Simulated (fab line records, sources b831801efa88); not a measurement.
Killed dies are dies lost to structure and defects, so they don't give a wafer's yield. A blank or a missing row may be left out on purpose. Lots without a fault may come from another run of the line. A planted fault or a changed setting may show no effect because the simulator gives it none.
Problem report in the 8D (eight disciplines) form, filled by code | flow sky130 | the parts of the form that need people (team, actions taken, sign-off) are left out

1. THE PROBLEM
oes_product_au at SKY_METAL5_METAL_ETCH_15 reads a mean of 0.817 a.u. on 2 wafers of 2 lots; wafers without a fault read 0.894 a.u. with a standard deviation of 0.0053. That is -14 standard deviations from the usual mean.
The step: etches the open film in Cl2/BCl3, stops on SiO2, target depth 1260 nm, time 252 s.
First seen on wafer L534.5, day 46 10:46, on rie_metal-03. The record holds 30 wafers of 10 lots with a number at this step. Rule for "out", or "out of limits": more than 4 standard deviations from the usual mean. The other wafers with a number count as sound.

2. WHAT IT IS AND WHAT IT IS NOT
question                    | is                | is not
which readings at this step | oes_product_au    | bias_w, drypump_motor_current_A, throttle_valve_pct
which lots                  | L534, L539        | L527, L531, L532, L533, L545, L546, L547, L550
which wafers of those lots  | L534.5, L539.4    | L534.3, L534.6, L539.2, L539.5
read on which tools         | rie_metal-03      | rie_metal-01, rie_metal-02
when                        | from day 46 10:46 | up to then (14 sound wafers); but 14 sound wafers of L539, L545, L546, L547, L550 came after

3. SUSPECTS, AND WHAT RULES EACH OUT
Counting: a tool at a process step up to the reading stays a suspect if it ran every lot that is out. Sound lots after the first of them don't rule it out here, since some wafers of a struck lot are sound.
- rie_metal-03 at SKY_METAL5_METAL_ETCH_15 (etches the open film in Cl2/BCl3, stops on SiO2, target depth 1260 nm, time 252 s): kept. It ran every lot that is out, first L534 (day 46 10:46); its last sound lot up to then is L533 (day 46 07:20). Its own readings are out on those wafers: oes_product_au.
- Within rie_metal-03 at SKY_METAL5_METAL_ETCH_15: the wafers that are out ran in chamber 1; their sound lot-mates ran in chamber 0.
Left after counting: rie_metal-03 at SKY_METAL5_METAL_ETCH_15.

4. THE CAUSE (what the simulator had put in)
Process parameter drift: rie_metal-03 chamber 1, from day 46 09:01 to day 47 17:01, at SKY_METAL5_METAL_ETCH_15. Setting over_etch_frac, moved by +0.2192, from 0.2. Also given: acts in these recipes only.
Counting left only this tool.

5. THE CHAIN OF EFFECTS, in route order
Each row: a reading whose mean over the struck wafers that have a number lies more than 3 standard deviations from the usual. Only readings for which the record gives a usual standard deviation are gone through. hours: the time from each lot's start at the first step in this table that gives one to its start at this step, as a median over the lots. sigmas: the change in usual standard deviations.
hours | step                     | reading                  | usual      | on struck wafers | change | sigmas
0     | SKY_METAL5_METAL_ETCH_15 | oes_product_au           | 0.894 a.u. | 0.817            | -0.077 | -14
0     | SKY_METAL5_STRIP_16      | strip_time_to_endpoint_s | 13.05 s    | 11.70            | -1.36  | -9.7
The process steps in it:
- SKY_METAL5_METAL_ETCH_15: etches the open film in Cl2/BCl3, stops on SiO2, target depth 1260 nm, time 252 s.
- SKY_METAL5_STRIP_16: strips in O2/N2.

6. WHAT WOULD HAVE CAUGHT IT SOONER
In this record the first reading out of limits was taken at day 46 10:46, 2 hours after the fault began at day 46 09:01.
